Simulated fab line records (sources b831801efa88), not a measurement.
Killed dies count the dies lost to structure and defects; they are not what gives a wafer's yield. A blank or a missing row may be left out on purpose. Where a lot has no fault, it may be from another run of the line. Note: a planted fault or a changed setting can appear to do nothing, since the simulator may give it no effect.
8D (eight disciplines) problem report, filled in by code ; flow gf180mcu ; the parts of the form that need people (team, actions taken, sign-off) are left out

== 1. WHAT WENT WRONG ==
biasW at GF_M4_METAL_ETCH_16 reads a mean of 192.4 W on 6 wafers of 2 lots; wafers without a fault read 140.0 W with a standard deviation of 0.38. That is +99 or more standard deviations from the usual mean.
The step: etches the open film in Cl2/BCl3, stops on SiO2, target depth 627.5 nm, time 104.6 s.
Earliest sighting: wafer L769.3 on rieMetal-03 at day 26 01:32. The record holds 36 wafers of 12 lots with a number at this step. By rule, "out" or "out of limits" means more than 4 standard deviations away from the usual mean. All remaining wafers that have a number are taken as sound.

== 2. WHAT IT IS AND WHAT IT IS NOT ==
question;is;is not
which readings at this step;biasW;bcl3FlowSccm, drypumpMotorCurrentA, oesProductAu, throttleValvePct
which lots;L769, L771;L761, L774, L775, L776, L778, L779, L780, L781, L782, L783
which wafers of those lots;all that have a number;-
read on which tools;rieMetal-03;rieMetal-01, rieMetal-04
when;from day 26 01:32;"up to then (3 sound wafers); but 27 sound wafers of L774, L775, L776, L778, L779, L780, L781, L782, L783 came after"

== 3. THE SUSPECTS, EACH WITH WHAT RULES IT OUT ==
Counting: any tool at a process step up to the reading is kept as a suspect provided that every lot that is out went through it and no sound lot did after the first of them.
- rieMetal-03 at GF_M4_METAL_ETCH_16 (etches the open film in Cl2/BCl3, stops on SiO2, target depth 627.5 nm, time 104.6 s): ruled out as a lasting fault. After its first lot that is out, L769 (day 26 01:32), sound lots L782 ran on it.
Left after counting: nothing in the record.

== 4. THE CAUSE (what the simulator had put in) ==
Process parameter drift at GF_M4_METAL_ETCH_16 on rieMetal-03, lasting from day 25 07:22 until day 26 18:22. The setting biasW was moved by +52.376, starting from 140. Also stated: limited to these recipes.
Counting ruled it out, wrongly.

== 5. SEQUENCE OF EFFECTS, ordered by route ==
One row per reading whose mean, taken over the struck wafers that have a number, lies over 3 standard deviations from the usual. Only readings whose record carries a usual standard deviation are examined. hours: median over the lots of the time between each lot's start at the first step of this table that gives one and its start at this step. sigmas: the change, counted in usual standard deviations.
hours;step;reading;usual;on struck wafers;change;sigmas
0;GF_M4_METAL_ETCH_16;biasW;140.0 W;192.4;+52.4;+99 or more
0;GF_M4_STRIP_17;stripTimeToEndpointS;7.90 s;7.62;-0.28;-6.3
Process steps it contains:
- GF_M4_METAL_ETCH_16: etches the open film in Cl2/BCl3, stops on SiO2, target depth 627.5 nm, time 104.6 s.
- GF_M4_STRIP_17: strips in O2/N2.
Later steps that measure or inspect, where all struck wafers having a row at the step show a number for every such reading and not one has moved that far: GF_V4_THK_MEAS_03.

== 6. HOW IT WOULD HAVE BEEN CAUGHT EARLIER ==
The fault began at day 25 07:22; the first out-of-limits reading in this record came at day 26 01:32, 18 hours later.
